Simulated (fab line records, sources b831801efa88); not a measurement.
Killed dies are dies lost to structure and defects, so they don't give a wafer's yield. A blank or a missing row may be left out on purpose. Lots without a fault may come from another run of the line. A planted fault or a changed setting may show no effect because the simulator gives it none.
Which tool did it? | flow sfq_line | 7 lots, 20 wafers sampled, at 2 steps of a route of 325

WHAT THE GAUGES READ, wafer by wafer
SFQ_I0_OVL_MEAS_908.
lot  | measured     | on         | I0_OVL (nm)
L840 | day 13 00:17 | overlay-02 | -13 -16 -6
L842 | day 13 06:32 | overlay-01 | -6 -12 -4
L844 | day 13 17:20 | overlay-01 | -2 -8 -1
L846 | day 14 04:08 | overlay-02 | -2 -1 2
L848 | day 15 02:38 | overlay-01 | -10 -7 -8
L860 | day 17 17:58 | overlay-02 | -4 -2
L862 | day 17 23:38 | overlay-02 | 2 1 -4

WHICH TOOL RAN EACH LOT (tool, then ch and the chambers of the sampled wafers, then the start)
lot  | SFQ_TRILAYER_L0_STRIP_STRIP_009
L840 | rie_metal-01 ch 0,1, day 4 17:31
L842 | rie_metal-03 ch 0,1, day 5 01:55
L844 | rie_metal-03 ch 1, day 5 09:07
L846 | rie_metal-03 ch 0,1, day 5 15:38
L848 | rie_metal-03 ch 0,1, day 6 06:14
L860 | rie_metal-03 ch 0,1, day 9 04:26
L862 | rie_metal-01 ch 0,1, day 9 15:26
- SFQ_TRILAYER_L0_STRIP_STRIP_009: strips in O2.

THE ANSWER, worked out from the rows above alone
Rule: what is usual is taken from the lots themselves. Put in order of their means at a reading, lots are off if they are a third of the lots or fewer, leave a main group of 4 or more, and stand apart from it by a gap of 3 or more times the standard deviation of the main group's means; of several such gaps the widest counts. A main group whose means are all the same, to the digits that the tables above print for the reading, isn't used. A lot without any number at a reading at which 4 lots or more have one is off too. The other lots that the step has rows for count as sound.
No lot is off at any reading shown: from this, nothing can be told.

WHAT THE SIMULATOR HAD PUT IN
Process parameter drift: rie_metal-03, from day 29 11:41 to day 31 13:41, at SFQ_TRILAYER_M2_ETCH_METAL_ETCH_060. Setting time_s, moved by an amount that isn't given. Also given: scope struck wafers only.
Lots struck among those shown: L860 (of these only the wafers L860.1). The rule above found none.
